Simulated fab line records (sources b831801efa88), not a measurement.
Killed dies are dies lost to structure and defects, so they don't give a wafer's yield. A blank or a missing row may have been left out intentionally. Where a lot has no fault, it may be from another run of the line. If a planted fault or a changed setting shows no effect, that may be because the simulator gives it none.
fab line records    flow sky130
record lots=13  wafers=39  lastDay=50
route steps=708 shown VIA2@519 CAPM@549 METAL3@563 PAD_OPEN@708
lots that met no fault: from a run of the same line without faults
startH: hours from the record's opening day to when the first of the lot's shown wafers began    waitH: how many hours have passed since the lot's step before this one    " repeats the value in the row above    L1.1+2: several wafers, shown together as one row    - no value, or no start given    * or withheld: withheld    < > ~ a bound
route shown NAME@n: NAME is a module with steps in the file, n the number in the route of the first one    usual: the fault-free wafers' mean and standard deviation    same: alike in all rows    chamber/n: place in a boat    sites: each site's reading    _std_site: the standard deviation of these    _edge_site: the outer-site mean with the inner-site mean subtracted    radiusMm: how far each site lies from the wafer's centre    mask NAME#n: copy n    behind: the tool/chamber that last shaped the wafer    hold: cause of the lot's hold/its duration in hours/its outcome    device: names the non-switching transistor (n, p or np)    end of line: the same wafers' tests at the end of the route    a step given without rows: its recipe and nothing more    killed: dies that structure and defects cost at the first sort, which is not the same as the wafer's yield    map: the dies of a wafer, with x for killed, . for not killed, _ for no die there
set.NAME: the setting the step ran with; set.NAME@STEP: the setting that earlier step ran with    model.NAME: the simulator's own value behind a step, which no gauge read
one table for each step of the route and one row for each wafer, over a sample of lots
services: a tool's chamber out of use, with start hour (startH, from the record's first day; less than 0 if before it), hours out, and reason
## steps
# step SKY_VIA2_CD_MEAS_12
# recipe targetCdNm=200
# usual cdNm=200.1/1.4
lot.wafer  tool      chamber  startH   waitH  cdNm
L911.1     cdSem-02  -        840.56   -      201.0
L911.3     "         -        "        "      200.8
L911.5     "         -        "        "      202.6
L912.2     cdSem-01  -        858.02   -      197.8
L912.3     "         -        "        "      198.3
L912.4     "         -        "        "      198.7
L917.2     cdSem-02  -        902.78   -      199.8
L917.3     "         -        "        "      197.9
L917.6     "         -        "        "      200.9
L918.2     cdSem-01  -        916.17   -      197.4
L918.3     "         -        "        "      198.7
L918.4     "         -        "        "      196.8
L924.2     cdSem-02  -        960.18   -      199.1
L924.4     "         -        "        "      201.5
L924.6     "         -        "        "      200.3
L925.2     cdSem-01  -        966.47   -      201.0
L925.5     "         -        "        "      198.7
L925.6     "         -        "        "      199.8
L927.1     cdSem-01  -        969.51   -      199.3
L927.3     "         -        "        "      198.9
L927.4     "         -        "        "      199.0
L929.3     cdSem-02  -        982.87   -      200.2
L929.4     "         -        "        "      198.7
L929.5     "         -        "        "      199.7
L928.1     cdSem-01  -        986.60   -      198.6
L928.3     "         -        "        "      197.5
L928.4     "         -        "        "      198.5
L930.1     cdSem-01  -        991.95   -      200.6
L930.2     "         -        "        "      200.5
L930.6     "         -        "        "      199.8
L931.1     cdSem-01  -        995.58   -      200.8
L931.2     "         -        "        "      200.6
L931.4     "         -        "        "      201.5
L932.1     cdSem-01  -        999.18   -      199.9
L932.2     "         -        "        "      200.1
L932.3     "         -        "        "      201.1
L933.1     cdSem-01  -        1007.30  -      202.7
L933.2     "         -        "        "      200.5
L933.5     "         -        "        "      201.0
# step SKY_CAPM_OVL_MEAS_12
# usual CAPM_OVL=-0.8/1.3
lot.wafer  tool        chamber  startH   waitH  CAPM_OVL[nm]
L911.1     overlay-02  -        868.66   0.1    1.3
L911.3     "           -        "        "      1.2
L911.5     "           -        "        "      0.1
L912.2     overlay-01  -        886.02   0.1    0.0
L912.3     "           -        "        "      0.3
L912.4     "           -        "        "      -0.7
L917.2     overlay-01  -        929.77   0.1    -0.3
L917.3     "           -        "        "      0.3
L917.6     "           -        "        "      0.7
L918.2     overlay-02  -        942.43   0.1    0.3
L918.3     "           -        "        "      -0.4
L918.4     "           -        "        "      -1.1
L924.2     overlay-02  -        985.18   0.1    -0.3
L924.4     "           -        "        "      -1.2
L924.6     "           -        "        "      -1.8
L925.2     overlay-02  -        991.97   0.1    0.5
L925.5     "           -        "        "      0.0
L925.6     "           -        "        "      0.5
L927.1     overlay-01  -        994.67   0.1    -2.2
L927.3     "           -        "        "      -1.0
L927.4     "           -        "        "      -1.4
L929.3     overlay-02  -        1006.88  0.1    -0.2
L929.4     "           -        "        "      -0.1
L929.5     "           -        "        "      1.3
L928.1     overlay-01  -        1010.82  0.1    -1.5
L928.3     "           -        "        "      -1.8
L928.4     "           -        "        "      -2.2
L930.1     overlay-02  -        1016.53  0.1    -0.8
L930.2     "           -        "        "      -1.4
L930.6     "           -        "        "      -2.3
L931.1     overlay-01  -        1021.02  0.1    0.3
L931.2     "           -        "        "      -0.4
L931.4     "           -        "        "      -1.0
L932.1     overlay-02  -        1023.98  0.1    0.0
L932.2     "           -        "        "      -0.3
L932.3     "           -        "        "      0.7
L933.1     overlay-01  -        1031.86  0.1    0.5
L933.2     "           -        "        "      -0.7
L933.5     "           -        "        "      1.0
# step SKY_CAPM_STRIP_15
# recipe chemistry=postEtchResidueRemover  timeS=1200  tempC=72.5
# usual runLengthS=1228/3.3
lot.wafer  tool         chamber  startH   waitH  runLengthS
L911.1     wetBench-04  0        868.88   0.1    1226
L911.3     "            0        "        "      1226
L911.5     "            0        "        "      1226
L912.2     wetBench-01  3        886.23   0.1    1226
L912.3     "            3        "        "      1226
L912.4     "            3        "        "      1226
L917.2     wetBench-01  1        929.98   0.1    1315
L917.3     "            1        "        "      1315
L917.6     "            1        "        "      1315
L918.2     wetBench-01  3        942.64   0.1    1314
L918.3     "            3        "        "      1314
L918.4     "            3        "        "      1314
L924.2     wetBench-03  1        985.39   0.1    1224
L924.4     "            1        "        "      1224
L924.6     "            1        "        "      1224
L925.2     wetBench-03  2        992.18   0.1    1226
L925.5     "            2        "        "      1226
L925.6     "            2        "        "      1226
L927.1     wetBench-04  3        994.88   0.1    1225
L927.3     "            3        "        "      1225
L927.4     "            3        "        "      1225
L929.3     wetBench-03  3        1007.08  0.0    1227
L929.4     "            3        "        "      1227
L929.5     "            3        "        "      1227
L928.1     wetBench-03  2        1011.03  0.1    1228
L928.3     "            2        "        "      1228
L928.4     "            2        "        "      1228
L930.1     wetBench-04  2        1016.74  0.1    1226
L930.2     "            2        "        "      1226
L930.6     "            2        "        "      1226
L931.1     wetBench-01  3        1021.23  0.1    1233
L931.2     "            3        "        "      1233
L931.4     "            3        "        "      1233
L932.1     wetBench-03  1        1024.19  0.1    1225
L932.2     "            1        "        "      1225
L932.3     "            1        "        "      1225
L933.1     wetBench-01  3        1032.08  0.1    1225
L933.2     "            3        "        "      1225
L933.5     "            3        "        "      1225
# step SKY_METAL3_CD_MEAS_13
# recipe targetCdNm=300
# usual cdNm=300.5/1.6
lot.wafer  tool      chamber  startH   waitH  cdNm
L911.1     cdSem-02  -        895.02   -      299.8
L911.3     "         -        "        "      302.4
L911.5     "         -        "        "      299.2
L912.2     cdSem-02  -        912.24   -      300.9
L912.3     "         -        "        "      303.2
L912.4     "         -        "        "      302.7
L917.2     cdSem-02  -        954.57   -      301.7
L917.3     "         -        "        "      300.1
L917.6     "         -        "        "      301.3
L918.2     cdSem-02  -        966.64   -      299.8
L918.3     "         -        "        "      298.9
L918.4     "         -        "        "      299.5
L924.2     cdSem-02  -        1009.37  -      297.2
L924.4     "         -        "        "      296.6
L924.6     "         -        "        "      297.8
L925.2     cdSem-02  -        1015.10  -      298.0
L925.5     "         -        "        "      298.2
L925.6     "         -        "        "      299.2
L927.1     cdSem-02  -        1018.25  -      298.9
L927.3     "         -        "        "      299.5
L927.4     "         -        "        "      300.9
L929.3     cdSem-02  -        1029.84  -      303.0
L929.4     "         -        "        "      302.3
L929.5     "         -        "        "      303.2
L928.1     cdSem-01  -        1033.90  -      298.6
L928.3     "         -        "        "      299.5
L928.4     "         -        "        "      299.5
L930.1     cdSem-01  -        1039.97  -      300.4
L930.2     "         -        "        "      301.4
L930.6     "         -        "        "      302.2
L931.1     cdSem-01  -        1044.22  -      303.6
L931.2     "         -        "        "      302.0
L931.4     "         -        "        "      303.2
L932.1     cdSem-01  -        1046.82  -      299.1
L932.2     "         -        "        "      298.3
L932.3     "         -        "        "      297.4
L933.1     cdSem-02  -        1054.60  -      300.1
L933.2     "         -        "        "      300.9
L933.5     "         -        "        "      299.7
# step SKY_PAD_OPEN_PROBE_99
# usual defectLimitedYield=82.5/1.9  killed_at_M0_to_M3=44/7.3  killed_at_M4_up=3.1/1.9  killedAtContacts=24/5.3  killedAtFrontEnd=15/4  killedAtOther=0.4/0.6  killedDies=86/9.2  killedOpen=47/6.9  killedShort=39/6.9  sort_bin_3_pad_short=0.8/0.41  sort_bin_5_function=10.6/1.5  sort_bin_6_memory=6.1/1.1  sortNPass=406/9.2  sortYieldPct=82.5/1.9
# same grossDies=492  killedAtBackSide=0  sort_bin_4_leakage[%]=0  sort_bin_8_speed[%]=0
lot.wafer  tool       chamber  startH   waitH  defectLimitedYield[%]  killed_at_M0_to_M3  killed_at_M4_up  killedAtContacts  killedAtFrontEnd  killedAtOther  killedDies  killedOpen  killedShort  sort_bin_3_pad_short[%]  sort_bin_5_function[%]  sort_bin_6_memory[%]  sortNPass  sortYieldPct[%]
L927.1     prober-02  -        1168.90  0.1    79.7                   48                  10               23                19                0              100         55          45           0.6                      12.6                    7.1                   392        79.7
L927.3     prober-02  -        1169.00  0.2    83.5                   43                  2                23                13                0              81          49          32           0.6                      10.4                    5.5                   411        83.5
L927.4     prober-02  -        1169.05  0.2    84.3                   40                  2                16                19                0              77          32          44           1.6                      9.3                     4.7                   415        84.3
L928.1     prober-01  -        1179.54  0.1    82.1                   52                  3                23                10                0              88          52          35           0                        10.8                    7.1                   404        82.1
L928.3     prober-01  -        1179.64  0.2    80.5                   52                  3                20                19                2              96          55          40           1.2                      11.0                    7.3                   396        80.5
L928.4     prober-01  -        1179.69  0.2    82.1                   47                  0                18                23                0              88          43          44           1.6                      11.4                    4.9                   404        82.1
# killed by level:class
L927.1 VIA1:geometricParticle:open=12 METAL4:geometricParticle:short=8 FIELD_ISO:geometricParticle:short=7 METAL2:geometricParticle:short=7 VIA2:geometricParticle:open=7 LOCAL_INTERCONNECT:geometricParticle:short=7 LI_CONTACT:geometricParticle:open=6 METAL2:geometricParticle:open=6
L927.3 VIA1:geometricParticle:open=9 CONTACT:geometricParticle:open=9 VIA3:geometricParticle:open=9 VIA2:geometricParticle:open=6 FIELD_ISO:geometricParticle:open=5 LOCAL_INTERCONNECT:geometricParticle:short=5 VIA1:geometricParticle:short=5 FIELD_ISO:geometricParticle:short=3
L927.4 VIA2:geometricParticle:open=6 POLY_GATE:geometricParticle:short=5 LI_CONTACT:geometricParticle:open=5 CONTACT:geometricParticle:open=5 METAL2:geometricParticle:short=5 VIA1:geometricParticle:short=5 LI_CONTACT:geometricParticle:short=4 METAL1:geometricParticle:short=4
L928.1 VIA1:geometricParticle:open=15 CONTACT:geometricParticle:open=11 VIA2:geometricParticle:open=9 VIA1:geometricParticle:short=6 CONTACT:geometricParticle:short=5 VIA3:geometricParticle:open=5 LOCAL_INTERCONNECT:geometricParticle:short=4 METAL2:geometricParticle:short=4
L928.3 VIA2:geometricParticle:open=13 VIA3:geometricParticle:open=8 VIA1:geometricParticle:open=8 METAL2:geometricParticle:short=7 FIELD_ISO:geometricParticle:open=6 CONTACT:geometricParticle:short=6 CONTACT:geometricParticle:open=6 LI_CONTACT:geometricParticle:open=5
L928.4 VIA2:geometricParticle:open=12 FIELD_ISO:geometricParticle:short=7 VIA1:geometricParticle:open=7 FIELD_ISO:geometricParticle:open=6 CONTACT:geometricParticle:short=6 LI_CONTACT:geometricParticle:open=5 VIA2:geometricParticle:short=5 METAL1:geometricParticle:short=4
## services
tool         chamber  startH  hours  kind
wetBench-03  -        909.96  1.7    repair
## key
firstSign step=SKY_CAPM_STRIP_15  reading=runLengthS  direction=up  sigmas=26  usual=*  struck=*
effect none on later readings
metAt SKY_CAPM_STRIP_15
struckLots L917,L918
notActingAt SKY_VIA2_CD_MEAS_12,SKY_CAPM_OVL_MEAS_12,SKY_METAL3_CD_MEAS_13
onsetBetween 886.23 929.98
fault kind=processParameterDrift  tool=wetBench-01  chamber=-  onsetH=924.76  steps=SKY_CAPM_STRIP_15  channel=timeS  offset=*  shape=step  endH=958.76  actsIn=*  stated=*
